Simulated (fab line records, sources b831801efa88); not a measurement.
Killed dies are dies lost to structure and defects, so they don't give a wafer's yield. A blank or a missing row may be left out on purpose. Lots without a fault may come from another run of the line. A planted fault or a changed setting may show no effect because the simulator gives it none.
Which tool did it? | flow sky130 | 6 lots, 18 wafers sampled, at 3 steps of a route of 708

WHAT THE GAUGES READ, wafer by wafer
SKY_SD_P_CD_MEAS_07: target cd 380 nm.
lot  | measured     | on        | cd_nm (nm)
L469 | day 26 04:10 | cd_sem-02 | 380.7 382.4 381.9
L472 | day 27 09:22 | cd_sem-01 | 376.2 374.9 377.2
L475 | day 28 01:14 | cd_sem-01 | 377.7 380.7 378.9
L482 | day 30 07:07 | cd_sem-02 | 264.7 268.2 266.1
L487 | day 32 09:49 | cd_sem-02 | 379.8 379.1 380.6
L490 | day 33 06:32 | cd_sem-01 | 382.0 381.7 385.3

WHICH TOOL RAN EACH LOT (tool, then ch and the chambers of the sampled wafers, then the start)
lot  | SKY_POLY_GATE_ETCH_15              | SKY_SD_P_DEVELOP_06
L469 | rie_diel-04 ch 1,2, day 17 05:46   | litho_track-01 ch 0, day 26 04:01
L472 | rie_diel-02 ch 2,3, day 18 03:28   | litho_track-03 ch 0, day 27 07:15
L475 | rie_diel-01 ch 0,1, day 19 01:00   | litho_track-01 ch 0, day 28 00:01
L482 | rie_diel-04 ch 1,3, day 21 16:30   | litho_track-01 ch 0, day 30 06:58
L487 | rie_diel-02 ch 0,1,3, day 23 22:16 | litho_track-04 ch 0, day 32 09:40
L490 | rie_diel-04 ch 2,3, day 25 00:42   | litho_track-03 ch 0, day 33 06:24
- SKY_POLY_GATE_ETCH_15: etches BARC in N2/H2, stops on SiO2, time 118.5 s, target depth 110 nm.
- SKY_SD_P_DEVELOP_06: develop time 60 s.

THE ANSWER, worked out from the rows above alone
Rule: what is usual is taken from the lots themselves. Put in order of their means at a reading, lots are off if they are a third of the lots or fewer, leave a main group of 4 or more, and stand apart from it by a gap of 3 or more times the standard deviation of the main group's means; of several such gaps the widest counts. A main group whose means are all the same, to the digits that the tables above print for the reading, isn't used. A lot without any number at a reading at which 4 lots or more have one is off too. The other lots that the step has rows for count as sound.
Off: L482, at SKY_SD_P_CD_MEAS_07 (cd_nm). The main group: mean 379.9 nm, standard deviation 2.4.
A tool fits if, at a process step before that reading, it ran every lot that is off, and no sound lot after the first of them. The gauges at SKY_SD_P_CD_MEAS_07 are tried like those tools. One fits: litho_track-01 at SKY_SD_P_DEVELOP_06. Its last sound lot is L475 (day 28 00:01), its first lot that is off L482 (day 30 06:58): a fault that began between those two fits.

WHAT THE SIMULATOR HAD PUT IN
Process parameter drift: litho_track-01, from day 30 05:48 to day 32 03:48, at SKY_SD_P_DEVELOP_06. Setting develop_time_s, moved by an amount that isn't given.
Lots struck among those shown: L482. The rule above found the same.
